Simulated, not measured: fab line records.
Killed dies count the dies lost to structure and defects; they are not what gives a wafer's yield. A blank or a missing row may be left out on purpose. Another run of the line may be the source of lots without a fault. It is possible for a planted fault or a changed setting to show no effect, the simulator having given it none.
Which tool is to blame? || flow gf180mcu || Sampling: 14 lots, 42 wafers, 3 of 602 route steps

## WHAT THE GAUGES READ, wafer by wafer
GF_HV_LDD_OVL_MEAS_32. Usual: HV_LDD_02_OVL gives 0.7 nm (standard deviation 1.4).
{"lot": "L877", "measured": "day 11 21:31", "on": "overlay-02", "HV_LDD_02_OVL (nm)": "1.5 2.0 0.5", "flag": ""}
{"lot": "L878", "measured": "day 12 06:22", "on": "overlay-02", "HV_LDD_02_OVL (nm)": "0.2 1.0 0.5", "flag": ""}
{"lot": "L881", "measured": "day 13 09:18", "on": "overlay-01", "HV_LDD_02_OVL (nm)": "0.1 0.7 -1.3", "flag": ""}
{"lot": "L882", "measured": "day 13 16:40", "on": "overlay-01", "HV_LDD_02_OVL (nm)": "2.7 3.3 0.8", "flag": ""}
{"lot": "L885", "measured": "day 14 13:23", "on": "overlay-02", "HV_LDD_02_OVL (nm)": "0.7 0.6 0.2", "flag": ""}
{"lot": "L886", "measured": "day 14 22:39", "on": "overlay-01", "HV_LDD_02_OVL (nm)": "-1.6 -0.1 -1.4", "flag": ""}
{"lot": "L889", "measured": "day 15 19:12", "on": "overlay-01", "HV_LDD_02_OVL (nm)": "1.7 2.2 0.2", "flag": ""}
{"lot": "L890", "measured": "day 16 02:37", "on": "overlay-01", "HV_LDD_02_OVL (nm)": "2.0 0.5 0.9", "flag": ""}
{"lot": "L891", "measured": "day 16 12:48", "on": "overlay-01", "HV_LDD_02_OVL (nm)": "-0.5 0.2 0.4", "flag": ""}
{"lot": "L894", "measured": "day 17 11:50", "on": "overlay-02", "HV_LDD_02_OVL (nm)": "2.4 0.7 1.2", "flag": ""}
{"lot": "L896", "measured": "day 17 23:42", "on": "overlay-01", "HV_LDD_02_OVL (nm)": "0.4 1.4 0.0", "flag": ""}
{"lot": "L897", "measured": "day 18 07:34", "on": "overlay-01", "HV_LDD_02_OVL (nm)": "1.1 -0.2 0.4", "flag": ""}
{"lot": "L898", "measured": "day 18 20:46", "on": "overlay-02", "HV_LDD_02_OVL (nm)": "0.5 1.1 0.1", "flag": ""}
{"lot": "L899", "measured": "day 18 22:32", "on": "overlay-02", "HV_LDD_02_OVL (nm)": "1.9 -0.9 0.3", "flag": ""}

GF_NSD_TW_MEAS_12. Usual: NSD_TW gives 4300 (standard deviation 66).
{"lot": "L877", "measured": "day 13 17:12", "on": "film-metro-03", "NSD_TW": "4356 4360 4344", "flag": ""}
{"lot": "L878", "measured": "day 14 02:39", "on": "film-metro-02", "NSD_TW": "4238 4238 4260", "flag": ""}
{"lot": "L881", "measured": "day 15 07:01", "on": "film-metro-02", "NSD_TW": "4248 4233 4231", "flag": ""}
{"lot": "L882", "measured": "day 15 16:39", "on": "film-metro-03", "NSD_TW": "4318 4330 4328", "flag": ""}
{"lot": "L885", "measured": "day 16 13:57", "on": "film-metro-03", "NSD_TW": "4363 4407 4376", "flag": ""}
{"lot": "L886", "measured": "day 17 00:31", "on": "film-metro-02", "NSD_TW": "4192 4228 4221", "flag": ""}
{"lot": "L889", "measured": "day 17 21:07", "on": "film-metro-03", "NSD_TW": "4379 4393 4369", "flag": ""}
{"lot": "L890", "measured": "day 18 04:35", "on": "film-metro-02", "NSD_TW": "4267 4259 4253", "flag": ""}
{"lot": "L891", "measured": "day 18 15:12", "on": "film-metro-02", "NSD_TW": "4234 4255 4250", "flag": ""}
{"lot": "L894", "measured": "day 19 14:45", "on": "film-metro-02", "NSD_TW": "4272 4284 4303", "flag": ""}
{"lot": "L896", "measured": "day 20 04:42", "on": "film-metro-03", "NSD_TW": "4355 4386 4377", "flag": ""}
{"lot": "L897", "measured": "day 20 12:32", "on": "film-metro-04", "NSD_TW": "4258 4243 4267", "flag": ""}
{"lot": "L898", "measured": "day 21 02:14", "on": "film-metro-03", "NSD_TW": "4385 4381 4414", "flag": ""}
{"lot": "L899", "measured": "day 21 03:36", "on": "film-metro-03", "NSD_TW": "4396 4424 4376", "flag": ""}

## EACH LOT AND THE TOOL THAT RAN IT (in order: tool; ch and the chambers of the sampled wafers; start)
{"lot": "L877", "GF_NSD_STRIP_11": "plasma-asher-04 ch 0, day 13 17:06"}
{"lot": "L878", "GF_NSD_STRIP_11": "plasma-asher-04 ch 0,1, day 14 02:32"}
{"lot": "L881", "GF_NSD_STRIP_11": "plasma-asher-04 ch 0,1, day 15 06:56"}
{"lot": "L882", "GF_NSD_STRIP_11": "plasma-asher-04 ch 0,1, day 15 16:34"}
{"lot": "L885", "GF_NSD_STRIP_11": "plasma-asher-04 ch 0,1, day 16 13:51"}
{"lot": "L886", "GF_NSD_STRIP_11": "plasma-asher-02 ch 0,1, day 17 00:24"}
{"lot": "L889", "GF_NSD_STRIP_11": "plasma-asher-02 ch 0,1, day 17 21:00"}
{"lot": "L890", "GF_NSD_STRIP_11": "plasma-asher-02 ch 0,1, day 18 04:29"}
{"lot": "L891", "GF_NSD_STRIP_11": "plasma-asher-01 ch 0,1, day 18 15:07"}
{"lot": "L894", "GF_NSD_STRIP_11": "plasma-asher-04 ch 0,1, day 19 14:40"}
{"lot": "L896", "GF_NSD_STRIP_11": "plasma-asher-02 ch 0,1, day 20 04:35"}
{"lot": "L897", "GF_NSD_STRIP_11": "plasma-asher-02 ch 0,1, day 20 12:26"}
{"lot": "L898", "GF_NSD_STRIP_11": "plasma-asher-01 ch 0,1, day 21 02:08"}
{"lot": "L899", "GF_NSD_STRIP_11": "plasma-asher-04 ch 0,1, day 21 03:31"}
- GF_NSD_STRIP_11: strips in O2/N2.

## AS READ BY THE TOOLS THEMSELVES (means over the sampled wafers that have a number; for cases with no such wafer, the mark the record gives instead)
GF_NSD_STRIP_11. Usual: chamber-pressure-mTorr 1499.9 mTorr, standard deviation 1.5; drypump-motor-current-A 5.7 A, standard deviation 0.57; heater-power-w 362 W, standard deviation 53; oes-product-au 0.488 a.u., standard deviation 0.0048; strip-time-to-endpoint-s 22.97 s, standard deviation 0.036.
{"lot": "L877", "tool": "plasma-asher-04", "chamber-pressure-mTorr (mTorr)": 1500.0, "drypump-motor-current-A (A)": 5.0, "heater-power-w (W)": 296, "oes-product-au (a.u.)": 0.490, "strip-time-to-endpoint-s (s)": 23.01, "flag": ""}
{"lot": "L878", "tool": "plasma-asher-04", "chamber-pressure-mTorr (mTorr)": 1500.5, "drypump-motor-current-A (A)": 5.1, "heater-power-w (W)": 385, "oes-product-au (a.u.)": 0.483, "strip-time-to-endpoint-s (s)": 22.93, "flag": ""}
{"lot": "L881", "tool": "plasma-asher-04", "chamber-pressure-mTorr (mTorr)": 1499.8, "drypump-motor-current-A (A)": 5.1, "heater-power-w (W)": 344, "oes-product-au (a.u.)": 0.488, "strip-time-to-endpoint-s (s)": 22.99, "flag": ""}
{"lot": "L882", "tool": "plasma-asher-04", "chamber-pressure-mTorr (mTorr)": 1499.9, "drypump-motor-current-A (A)": 5.1, "heater-power-w (W)": 385, "oes-product-au (a.u.)": 0.488, "strip-time-to-endpoint-s (s)": 22.96, "flag": ""}
{"lot": "L885", "tool": "plasma-asher-04", "chamber-pressure-mTorr (mTorr)": 1499.9, "drypump-motor-current-A (A)": 5.1, "heater-power-w (W)": 346, "oes-product-au (a.u.)": 0.491, "strip-time-to-endpoint-s (s)": 22.95, "flag": ""}
{"lot": "L886", "tool": "plasma-asher-02", "chamber-pressure-mTorr (mTorr)": 1501.1, "drypump-motor-current-A (A)": 5.8, "heater-power-w (W)": 350, "oes-product-au (a.u.)": 0.490, "strip-time-to-endpoint-s (s)": 22.96, "flag": ""}
{"lot": "L889", "tool": "plasma-asher-02", "chamber-pressure-mTorr (mTorr)": 1501.1, "drypump-motor-current-A (A)": 5.8, "heater-power-w (W)": 343, "oes-product-au (a.u.)": 0.490, "strip-time-to-endpoint-s (s)": 22.98, "flag": ""}
{"lot": "L890", "tool": "plasma-asher-02", "chamber-pressure-mTorr (mTorr)": 1499.3, "drypump-motor-current-A (A)": 5.9, "heater-power-w (W)": 350, "oes-product-au (a.u.)": 0.489, "strip-time-to-endpoint-s (s)": 23.00, "flag": ""}
{"lot": "L891", "tool": "plasma-asher-01", "chamber-pressure-mTorr (mTorr)": 1501.2, "drypump-motor-current-A (A)": 6.4, "heater-power-w (W)": 378, "oes-product-au (a.u.)": 0.492, "strip-time-to-endpoint-s (s)": 23.01, "flag": ""}
{"lot": "L894", "tool": "plasma-asher-04", "chamber-pressure-mTorr (mTorr)": 1500.7, "drypump-motor-current-A (A)": 5.1, "heater-power-w (W)": 386, "oes-product-au (a.u.)": 0.484, "strip-time-to-endpoint-s (s)": 22.95, "flag": ""}
{"lot": "L896", "tool": "plasma-asher-02", "chamber-pressure-mTorr (mTorr)": 1500.0, "drypump-motor-current-A (A)": 5.8, "heater-power-w (W)": 349, "oes-product-au (a.u.)": 0.489, "strip-time-to-endpoint-s (s)": 22.96, "flag": ""}
{"lot": "L897", "tool": "plasma-asher-02", "chamber-pressure-mTorr (mTorr)": 1499.6, "drypump-motor-current-A (A)": 5.8, "heater-power-w (W)": 352, "oes-product-au (a.u.)": 0.489, "strip-time-to-endpoint-s (s)": 23.02, "flag": ""}
{"lot": "L898", "tool": "plasma-asher-01", "chamber-pressure-mTorr (mTorr)": 1499.0, "drypump-motor-current-A (A)": 6.2, "heater-power-w (W)": 356, "oes-product-au (a.u.)": 0.491, "strip-time-to-endpoint-s (s)": 22.94, "flag": ""}
{"lot": "L899", "tool": "plasma-asher-04", "chamber-pressure-mTorr (mTorr)": 1499.2, "drypump-motor-current-A (A)": 5.1, "heater-power-w (W)": 395, "oes-product-au (a.u.)": 0.484, "strip-time-to-endpoint-s (s)": 22.91, "flag": ""}

## THE ANSWER, worked out from the rows above alone
Rule: a lot is off if the mean of its wafers that have a number lies more than 3 standard deviations from the usual mean. Also off: a lot with no number at a reading for which 4 or more lots have one. The other lots that the step has rows for count as sound. The gauges are gone through in route order, then the tools' own readings, and for those a lot's mean is taken as printed above. At the first step where some lot is off, the reading lying furthest off is the one used; lots without a number count as furthest.
No lot is off at any reading shown: from this, nothing can be told.

## WHAT WAS PUT IN BY THE SIMULATOR
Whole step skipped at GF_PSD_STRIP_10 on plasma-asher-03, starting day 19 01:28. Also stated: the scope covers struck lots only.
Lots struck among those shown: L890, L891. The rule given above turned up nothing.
